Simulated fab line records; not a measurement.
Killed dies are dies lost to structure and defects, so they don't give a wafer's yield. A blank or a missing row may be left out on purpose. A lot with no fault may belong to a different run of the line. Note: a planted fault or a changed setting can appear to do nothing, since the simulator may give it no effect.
8D (eight disciplines) problem report, filled in by code    flow sky130    the parts of the form that need people (team, actions taken, sign-off) are left out

== 1. THE ISSUE ==
VIA4_W_RS at SKY_VIA4_RS_MEAS_19 reads a mean of 0.1786 ohm/sq on 3 wafers of 2 lots; wafers without a fault read 0.2274 ohm/sq with a standard deviation of 0.0029. Measured from the usual mean, that is -17 standard deviations.
The step: measures by four-point-probe.
First observed at day 46 04:38: wafer L213.1, on filmMetro-04. Wafers with a number at this step in the record: 30, from 10 lots. Rule for "out" (also "out of limits"): further than 4 standard deviations from the usual mean. Any other wafer with a number is counted as sound.

== 2. WHAT IT IS; WHAT IT IS NOT ==
question                     is                          is not
which readings at this step  VIA4_W_RS                   -
which lots                   L213, L215                  L202, L204, L206, L209, L217, L219, L222, L224
which wafers of those lots   L213.1, L213.5, L215.1      L213.6, L215.3, L215.4
read on which gauges         filmMetro-01, filmMetro-04  filmMetro-02
when                         from day 46 04:38           up to then (13 sound wafers); but 14 sound wafers of L215, L217, L219, L222, L224 came after

== 3. THE SUSPECTS, EACH WITH WHAT RULES IT OUT ==
Counting: any tool at a process step up to the reading remains a suspect provided it ran every lot that is out. Sound lots after the first of them don't rule it out here, since some wafers of a struck lot are sound.
- ruled out: the gauge at SKY_VIA4_RS_MEAS_19. Those wafers that are out were read across 2 gauges (filmMetro-01, filmMetro-04).
- cvdW-02 at SKY_VIA4_CVD_18 (deposits W, target thk 505 nm, time 152.14 s): kept. It processed each lot that is out (first: L213, day 46 04:29); up to then, its last sound lot is L206 (day 44 05:05).
Remaining after the count: cvdW-02 at SKY_VIA4_CVD_18.

== 4. THE CAUSE (what the simulator had put in) ==
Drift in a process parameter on cvdW-02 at SKY_VIA4_CVD_18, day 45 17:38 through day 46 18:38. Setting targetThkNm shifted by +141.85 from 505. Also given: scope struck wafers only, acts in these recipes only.
Only this tool survived the counting.

== 5. SEQUENCE OF EFFECTS, ordered by route ==
Rows list readings where the struck wafers' mean (over those with a number) sits beyond 3 standard deviations from the usual. Only readings whose record carries a usual standard deviation are examined. hours: median over the lots of the time between each lot's start at the first step of this table that gives one and its start at this step. sigmas: the change, counted in usual standard deviations.
hours  step                  reading          usual          on struck wafers  change   sigmas
0      SKY_VIA4_RS_MEAS_19   VIA4_W_RS        0.2274 ohm/sq  0.1786            -0.0488  -17
0      SKY_VIA4_THK_MEAS_20  VIA4_W_THK       514 nm         663               +149     +17
0      SKY_VIA4_CMP_21       timeToEndpointS  124 s          157               +33      +7.8
Process steps it contains:
- SKY_VIA4_CMP_21: polishes, stops on SiO2, t overpolish 25 s, target thk 0 nm.

== 6. HOW IT WOULD HAVE BEEN CAUGHT EARLIER ==
11 hours passed between the start of the fault at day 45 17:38 and the first reading out of limits at a measuring or inspecting step in this record, taken at day 46 04:38.
No tool reading at SKY_VIA4_CVD_18 that has a usual standard deviation in the record was out on any struck wafer, so an alarm limit of 4 standard deviations on those readings would not have fired.
Among the 2 lots that are out, L215 began SKY_VIA4_CVD_18 on cvdW-02 after day 46 04:38. A hold on the tool at that time would have spared it.
